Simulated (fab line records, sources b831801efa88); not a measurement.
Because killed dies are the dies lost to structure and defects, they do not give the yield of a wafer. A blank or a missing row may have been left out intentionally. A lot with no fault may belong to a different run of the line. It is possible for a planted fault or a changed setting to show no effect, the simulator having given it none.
8D (eight disciplines) problem report, filled in by code ; flow sky130 ; the parts of the form that need people (team, actions taken, sign-off) are left out

## 1. PROBLEM STATEMENT
SKY_METAL4_METAL_ETCH_18, bias w: mean 68.30 W on 2 wafers (1 lot); fault-free wafers 48.50 W, standard deviation 0.12. So: +99 or more standard deviations from the usual mean.
The step: etches the open film in Cl2/BCl3, stops on SiO2, target depth 845 nm, time 183.1 s.
Seen first at day 45 04:16 on rie metal-04, wafer L946.1. Wafers with a number at this step in the record: 30, from 10 lots. Rule for "out", or "out of limits": more than 4 standard deviations from the usual mean. The other wafers with a number count as sound.

## 2. WHAT IT IS; WHAT IT IS NOT
question;is;is not
which readings at this step;bias w;drypump motor current A, oes product au, rf fwd power W
which lots;L946;L934, L936, L937, L938, L939, L951, L952, L953, L954
which wafers of those lots;L946.1, L946.5;L946.2
read on which tools;rie metal-04;rie metal-02, rie metal-03
when;from day 45 04:16;"up to then (16 sound wafers); but 12 sound wafers of L951, L952, L953, L954 came after"

## 3. THE SUSPECTS, EACH WITH WHAT RULES IT OUT
Counting: a tool at a process step up to the reading stays a suspect if it ran every lot that is out. Sound lots after the first of them don't rule it out here, since some wafers of a struck lot are sound.
- rie metal-03 at SKY_METAL4_ETCH_16 (etches BARC in N2/H2, stops on SiO2, time 88.2 s, target depth 60 nm): kept. It ran the lot that is out, L946 (day 45 04:09); its last sound lot up to then is L939 (day 43 11:21).
- rie metal-04 at SKY_METAL4_METAL_ETCH_18 (etches the open film in Cl2/BCl3, stops on SiO2, target depth 845 nm, time 183.1 s): kept. It ran the lot that is out, L946 (day 45 04:16); its last sound lot up to then is L939 (day 43 11:28). Its own bias w readings are out on those wafers.
- Within rie metal-04 at SKY_METAL4_METAL_ETCH_18: the wafers that are out ran in chamber 0; their sound lot-mates ran in chamber 1.
Left after counting: rie metal-03 at SKY_METAL4_ETCH_16, rie metal-04 at SKY_METAL4_METAL_ETCH_18.

## 4. THE CAUSE (what the simulator had put in)
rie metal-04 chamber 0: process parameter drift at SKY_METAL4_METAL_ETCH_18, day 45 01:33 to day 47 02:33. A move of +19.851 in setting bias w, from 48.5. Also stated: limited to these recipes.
This tool is one of the 2 suspects left after counting.

## 5. SEQUENCE OF EFFECTS, ordered by route
Rows list readings where the struck wafers' mean (over those with a number) sits beyond 3 standard deviations from the usual. Only readings whose record carries a usual standard deviation are examined. hours: median over the lots of the time between each lot's start at the first step of this table that gives one and its start at this step. sigmas: the change, counted in usual standard deviations.
hours;step;reading;usual;on struck wafers;change;sigmas
0;SKY_METAL4_METAL_ETCH_18;bias w;48.50 W;68.30;+19.80;+99 or more
0;SKY_METAL4_STRIP_19;oes product au;0.504 a.u.;0.465;-0.039;-6.5
0;SKY_METAL4_STRIP_19;strip time to endpoint s;6.56 s;5.67;-0.88;-11
The process steps in it:
- SKY_METAL4_METAL_ETCH_18: etches the open film in Cl2/BCl3, stops on SiO2, target depth 845 nm, time 183.1 s.
- SKY_METAL4_STRIP_19: strips in O2/N2.

## 6. WHAT WOULD HAVE CAUGHT IT SOONER
First out-of-limits reading in this record: day 45 04:16, which is 3 hours after fault onset at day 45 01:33.
